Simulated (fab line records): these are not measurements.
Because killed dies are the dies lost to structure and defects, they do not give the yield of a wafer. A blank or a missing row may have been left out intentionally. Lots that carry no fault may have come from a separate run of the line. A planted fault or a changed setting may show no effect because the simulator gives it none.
Code-filled problem report in 8D (eight disciplines) form :: flow sky130 :: the parts of the form that need people (team, actions taken, sign-off) are left out

1. WHAT IS WRONG
Mean POLY_GATE_CVD_03_THK at SKY_POLY_GATE_THK_MEAS_04: 98.4 nm over 6 wafers in 2 lots; fault-free wafers: 75.3 nm, standard deviation 0.62. Measured from the usual mean, that is +37 standard deviations.
The first sign was on wafer L495.3 at day 19 09:53, on filmMetro-03. Wafers with a number at this step in the record: 39, from 13 lots. Rule for "out" (also "out of limits"): further than 4 standard deviations from the usual mean. The rest of the wafers with a number are treated as sound.

2. WHAT IT IS, WHAT IT ISN'T
question: which readings at this step
is: POLY_GATE_CVD_03_THK
is not: -

question: which lots
is: L495, L496
is not: L483, L484, L485, L486, L487, L488, L489, L503, L504, L505, L506

question: which wafers of those lots
is: all that have a number
is not: -

question: read on which gauges
is: filmMetro-03, filmMetro-04
is not: filmMetro-02

question: when
is: from day 19 09:53
is not: up to then (21 sound wafers); but 12 sound wafers of L503, L504, L505, L506 came after

3. WHAT RULES OUT EACH SUSPECT
Counting: a tool at any process step up to the reading remains a suspect when it ran all the lots that are out and ran no sound lot after the first of those.
- the gauge at SKY_POLY_GATE_THK_MEAS_04 has been ruled out. Those wafers that are out were read across 2 gauges (filmMetro-03, filmMetro-04).
- lpcvd-02 at SKY_POLY_GATE_CVD_03 (deposits Si3N4 from DCS/NH3, target thk 75 nm, time 1290 s): ruled out as a lasting fault. Sound lots L503, L504, L505, L506 ran on it after its first lot that is out, L495 (day 19 08:31).
Left after counting: nothing in the record.

4. THE CAUSE (what the simulator had put in)
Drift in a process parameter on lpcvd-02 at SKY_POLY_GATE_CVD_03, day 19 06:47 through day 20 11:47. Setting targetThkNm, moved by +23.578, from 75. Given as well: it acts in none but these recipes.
It was ruled out by counting, in error; the rule expects a fault to strike all lots run on its tool from its start on, and this fault did not.

5. SEQUENCE OF EFFECTS, ordered by route
Each row: a reading whose mean over the struck wafers that have a number lies more than 3 standard deviations from the usual. Only readings for which the record gives a usual standard deviation are gone through. hours: the time from each lot's start at the first step in this table that gives one to its start at this step, as a median over the lots. sigmas: the change in usual standard deviations.
hours: 0
step: SKY_POLY_GATE_THK_MEAS_04
reading: POLY_GATE_CVD_03_THK
usual: 75.3 nm
on struck wafers: 98.4
change: +23.1
sigmas: +37

hours: 31
step: SKY_POLY_GATE_ETCH_16
reading: oesProductAu
usual: 0.641 a.u.
on struck wafers: 0.722
change: +0.081
sigmas: +16

hours: 214
step: SKY_POLY_CUT_ETCH_11
reading: oesProductAu
usual: 0.831 a.u.
on struck wafers: 0.964
change: +0.133
sigmas: +20
Its process steps:
- SKY_POLY_GATE_ETCH_16: etches Si3N4 in CH3F/O2, stops on poly-Si, time 147.5 s, target depth 75 nm.
- SKY_POLY_CUT_ETCH_11: etches Si3N4 in CF4/CH2F2/Ar, stops on poly-Si, time 42.5 s, target depth 60 nm.
Later measuring or inspecting steps at which every struck wafer that the step has a row for has a number for every such reading, and none has moved that far: SKY_CONTACT_THK_MEAS_03.

6. WHAT WOULD HAVE CAUGHT IT SOONER
In this record the first reading out of limits at a measuring or inspecting step was taken at day 19 09:53, 3 hours after the fault began at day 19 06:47.
An alarm limit of 4 standard deviations would not have fired on the tool readings at SKY_POLY_GATE_CVD_03 for which the record gives a usual standard deviation, since none of them was out on any struck wafer.
